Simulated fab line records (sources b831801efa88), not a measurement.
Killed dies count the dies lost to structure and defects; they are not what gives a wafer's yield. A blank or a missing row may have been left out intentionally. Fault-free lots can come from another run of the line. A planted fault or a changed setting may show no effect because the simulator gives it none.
One fault seen from 2 desks | flow sky130 | only its own numbers are on each desk; what lay behind them is given at the end

## AT THE TOOL OWNER'S DESK: iline-stepper-01
The tool's own readings at SKY_PASSIVATION_EXPOSE_08 (exposes mask NSM, target cd 3000 nm): means of the sampled wafers that have a number, for each lot that ran on this tool. A lot is out of limits, marked OUT, if its mean lies more than 4 standard deviations from the usual mean; the brackets give that distance.
Columns: A = stage-vel-mm-s at SKY_PASSIVATION_EXPOSE_08, usual 500.04 mm/s
lot  | first seen here | A
L992 | day 43 21:13    | 500.13
L997 | day 45 17:33    | 499.94
L100 | day 46 12:36    | 499.62
L111 | day 49 14:19    | 499.97
This desk's finding: nothing out of limits on any of the 4 lots.

## METROLOGY DESK
What the gauges read for every lot (on any tool): the sampled wafers with a number, averaged. A lot is out of limits, marked OUT, if its mean lies more than 4 standard deviations from the usual mean; the brackets give that distance.
Columns: A = PASSIVATION_CVD_00_THK at SKY_PASSIVATION_THK_MEAS_01, usual 90.5 nm; B = PASSIVATION_CVD_02_THK at SKY_PASSIVATION_THK_MEAS_03, usual 541 nm
lot  | first seen here | A    | B
L992 | day 43 09:01    | 90.2 | 541
L997 | day 45 06:31    | 92.2 | 538
L100 | day 46 01:40    | 90.8 | 536
L107 | day 47 21:48    | 90.4 | 536
L111 | day 49 05:31    | 90.4 | 548
L115 | day 49 15:28    | 88.8 | 540
This desk's finding: nothing out of limits on any of the 6 lots.

## ALL TOGETHER
Nothing out of limits was seen by the tool owner's desk.
At the metrology desk, nothing out of limits was observed.

## WHAT WAS PUT IN BY THE SIMULATOR
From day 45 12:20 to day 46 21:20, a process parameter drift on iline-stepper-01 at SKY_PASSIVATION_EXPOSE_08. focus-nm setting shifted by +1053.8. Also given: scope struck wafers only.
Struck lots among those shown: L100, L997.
